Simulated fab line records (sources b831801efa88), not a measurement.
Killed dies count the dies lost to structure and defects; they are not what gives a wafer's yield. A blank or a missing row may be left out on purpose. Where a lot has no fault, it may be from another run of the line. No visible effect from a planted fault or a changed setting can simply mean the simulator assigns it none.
Struck lot and sound lot, side by side | flow sfqLine | 42 steps out of a route of 325
Sound: these wafers, L895.1, L895.2, L895.5. Wafers L886.2, L886.5, L886.6 were the ones struck. Last of all comes the cause.
For every step that has rows: the tool of each side, followed by ch and its chambers, followed by its first start. Under that, the readings that differ: sound wafers | struck wafers | difference of the means | sigmas: that difference in standard deviations of wafers without a fault.
alike: words and numbers the same on both sides, and readings whose means are apart by under 2 such deviations; not compared: readings that were withheld, readings missing a value for some wafer, numbers with overlapping values and no deviation given by the record, and bounds like >300 which may hide the same value.
Wherever a step has rows on one side only, a row that says differs or no value, or a row with sigmas, the two part there. Numbers that don't overlap but have no deviation are shown without sigmas and don't part them. A reading that every wafer of one side lacks parts them only if that side has two wafers or more.

first, 6 steps without rows for these wafers: SFQ_TRILAYER_M3_LITHO_COAT_080 (resist thk 62 nm); SFQ_TRILAYER_M3_LITHO_COAT_075 (resist thk 600 nm); SFQ_TRILAYER_M3_LITHO_SOFTBAKE_079; SFQ_TRILAYER_M3_LITHO_EXPOSE_076 (exposes mask M3, target cd 500 nm); SFQ_TRILAYER_M3_LITHO_PEB_078 (peb time 60 s); SFQ_TRILAYER_M3_LITHO_DEVELOP_077 (time 60 s).
SFQ_M3_OVL_MEAS_921:
  struck on overlay-01, day 32 15:38; sound on overlay-01, day 38 14:37
  alike: M3_OVL
SFQ_TRILAYER_M3_BARC_OPEN_METAL_ETCH_100: etches BARC in O2, target depth 125 nm, time 41.7 s.
  sound on rieMetal-02 ch 0,1, day 38 14:39; struck on rieMetal-02 ch 0,1, day 32 15:40
  alike: drypumpMotorCurrentA, oesProductAu
  not compared: rfHoursCounterH
then, 3 steps without rows for these wafers: SFQ_TRILAYER_M3_ETCH_METAL_ETCH_078 (etches Nb in Cl2/Ar, stops on SiO2, target depth 240 nm, time 120 s); SFQ_TRILAYER_M3_STRIP_STRIP_079 (strips in O2); SFQ_TRILAYER_M3_STRIP_SOLV_CLEAN_080 (cleans in NMP, time 600 s).
SFQ_TRILAYER_I3_DEP_PECVD_081: deposits SiO2 from SiH4/N2O, time 111.11 s, target thk 500 nm.
  sound on pecvd-03 ch 0,1,2, day 38 15:37; struck on pecvd-03 ch 1,2, day 32 17:11
  alike: heaterPowerW, throttleValvePct
SFQ_TRILAYER_I3_CMP_CMP_082: polishes SiO2.
  sound on cmp-01 ch 0,1,2, day 40 04:52; struck on cmp-01 ch 0,2,3, day 32 20:20
  no value came back on the struck wafers for any of 5 readings (edgeZonePressureFrac, headPressurePsi (psi) and others); on the sound wafers edgeZonePressureFrac reads 1.005 1.009 0.995
reading                                            | sound             | struck            | difference | sigmas
model.SiO2_of_TRILAYER_I3_DEP_PECVD_081.thkNm (nm) | 199.4 200.5 201.3 | 494.8 503.6 501.1 | +299.4     | 
SFQ_I3_BOW_MEAS_922:
  struck on filmMetro-04, day 32 21:52; sound on filmMetro-04, day 40 06:52
  alike: I3_BOW
SFQ_TRILAYER_I3_METRO_MEASURE_083:
  struck on filmMetro-04, day 32 22:10; sound on filmMetro-04, day 40 06:59
reading    | sound             | struck            | difference | sigmas
thkNm (nm) | 199.3 200.5 201.4 | 494.9 503.2 500.8 | +299.2     | +99 or more
then, 6 steps without rows for these wafers: SFQ_TRILAYER_I3_VIA_LITHO_COAT_090 (resist thk 62 nm); SFQ_TRILAYER_I3_VIA_LITHO_COAT_085 (resist thk 650 nm); SFQ_TRILAYER_I3_VIA_LITHO_SOFTBAKE_089; SFQ_TRILAYER_I3_VIA_LITHO_EXPOSE_086 (exposes mask I3, target cd 500 nm); SFQ_TRILAYER_I3_VIA_LITHO_PEB_088 (peb time 60 s); SFQ_TRILAYER_I3_VIA_LITHO_DEVELOP_087 (time 60 s).
-- the record jumps here: 5 days lie between the struck wafers' starts before and after --
SFQ_I3_OVL_MEAS_923:
  struck on overlay-02, day 38 09:52; sound on overlay-01, day 46 07:01
  alike: I3_OVL
SFQ_TRILAYER_I3_VIA_BARC_OPEN_VIA_ETCH_121: etches BARC in O2, target depth 125 nm, time 41.7 s.
  sound on rieDiel-04 ch 0,3, day 46 07:03; struck on rieDiel-04 ch 0,1, day 38 09:53
  alike: drypumpMotorCurrentA, oesProductAu
  not compared: rfHoursCounterH
SFQ_TRILAYER_I3_VIA_ETCH_VIA_ETCH_088: etches SiO2 in CHF3, stops on Nb, target depth 260 nm.
  sound on rieDiel-04 ch 0,3, day 46 07:05; struck on rieDiel-04 ch 0,1, day 38 09:56
reading                      | sound             | struck            | difference | sigmas
oesProductAu (a.u.)          | 0.858 0.859 0.855 | 1.614 1.609 1.610 | +0.754     | +99 or more
model.etch.depthNm (nm)      | 199.4 200.5 201.3 | 257.3 256.8 257.2 | +56.7      | 
model.I3.featureDepthNm (nm) | 199.4 200.5 201.3 | 257.3 256.8 257.2 | +56.7      | 
  alike: drypumpMotorCurrentA
then, 2 steps without rows for these wafers: SFQ_TRILAYER_I3_VIA_STRIP_STRIP_089 (strips in O2); SFQ_TRILAYER_I3_VIA_STRIP_SOLV_CLEAN_090 (cleans in NMP, time 600 s).
SFQ_TRILAYER_M4_DEP_PRE_CLEAN_092: time 22.5 s.
  struck on pvdSputter-03, day 38 10:49; sound on pvdSputter-03, day 46 07:59
reading                                            | sound           | struck            | difference | sigmas
model.SiO2_of_TRILAYER_I3_DEP_PECVD_081.thkNm (nm) | 191.9 193 193.8 | 487.3 496.1 493.6 | +299.4     | 
SFQ_TRILAYER_M4_DEP_SPUTTER_091: material Nb, target thk 200 nm, time 133.3 s.
  struck on pvdSputter-03, day 38 10:50; sound on pvdSputter-03, day 46 08:00
  alike: substrateTempC, throttleValvePct
SFQ_M4_RS_MEAS_924: measurement is done with a four-point probe.
  struck on filmMetro-02, day 38 10:57; sound on filmMetro-01, day 46 08:06
  alike: M4_NB_RS
then, 6 steps without rows for these wafers: SFQ_TRILAYER_M4_LITHO_COAT_098 (resist thk 62 nm); SFQ_TRILAYER_M4_LITHO_COAT_093 (resist thk 600 nm); SFQ_TRILAYER_M4_LITHO_SOFTBAKE_097; SFQ_TRILAYER_M4_LITHO_EXPOSE_094 (exposes mask M4, target cd 500 nm); SFQ_TRILAYER_M4_LITHO_PEB_096 (peb time 60 s); SFQ_TRILAYER_M4_LITHO_DEVELOP_095 (time 60 s).
-- the record jumps here: 6 days lie between the struck wafers' starts before and after --
SFQ_M4_OVL_MEAS_926:
  struck on overlay-02, day 44 05:34; sound on overlay-02, day 46 10:32
  alike: M4_OVL
then, 4 steps without rows for these wafers: SFQ_TRILAYER_M4_BARC_OPEN_METAL_ETCH_123 (etches BARC in O2, target depth 125 nm, time 41.7 s); SFQ_TRILAYER_M4_ETCH_METAL_ETCH_096 (etches Nb in Cl2/Ar, stops on SiO2, target depth 240 nm, time 120 s); SFQ_TRILAYER_M4_STRIP_STRIP_097 (strips in O2); SFQ_TRILAYER_M4_STRIP_SOLV_CLEAN_098 (cleans in NMP, time 600 s).
SFQ_TRILAYER_I4_DEP_PECVD_099: deposits SiO2 from SiH4/N2O, time 111.11 s, target thk 500 nm.
  sound on pecvd-02 ch 0,1, day 46 11:32; struck on pecvd-01 ch 0,1,2, day 44 07:20
  alike: heaterPowerW, throttleValvePct
-- the record jumps here: 43 days lie between the struck wafers' starts before and after --
SFQ_M8_BOW_MEAS_951:
  struck on filmMetro-02, day 86 20:36; sound on filmMetro-02, day 91 06:53
reading                | sound             | struck            | difference | sigmas
model.etest.i3.linkOhm | 1.955 1.952 1.977 | 1e+06 1e+06 1e+06 | +1e+06     | 
  alike: M8_BOW

WHERE THEY PART
At SFQ_TRILAYER_I3_CMP_CMP_082 first; at SFQ_TRILAYER_I3_VIA_ETCH_VIA_ETCH_088 last (within this record only). Later steps at which nothing parts them and some readings are alike: SFQ_TRILAYER_M4_DEP_SPUTTER_091, SFQ_M4_RS_MEAS_924, SFQ_M4_OVL_MEAS_926, SFQ_TRILAYER_I4_DEP_PECVD_099, SFQ_M8_BOW_MEAS_951.

WHY: whatever the simulator had introduced
Skipped step whole: cmp-01, from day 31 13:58 on, at SFQ_TRILAYER_I3_CMP_CMP_082. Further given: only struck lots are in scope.
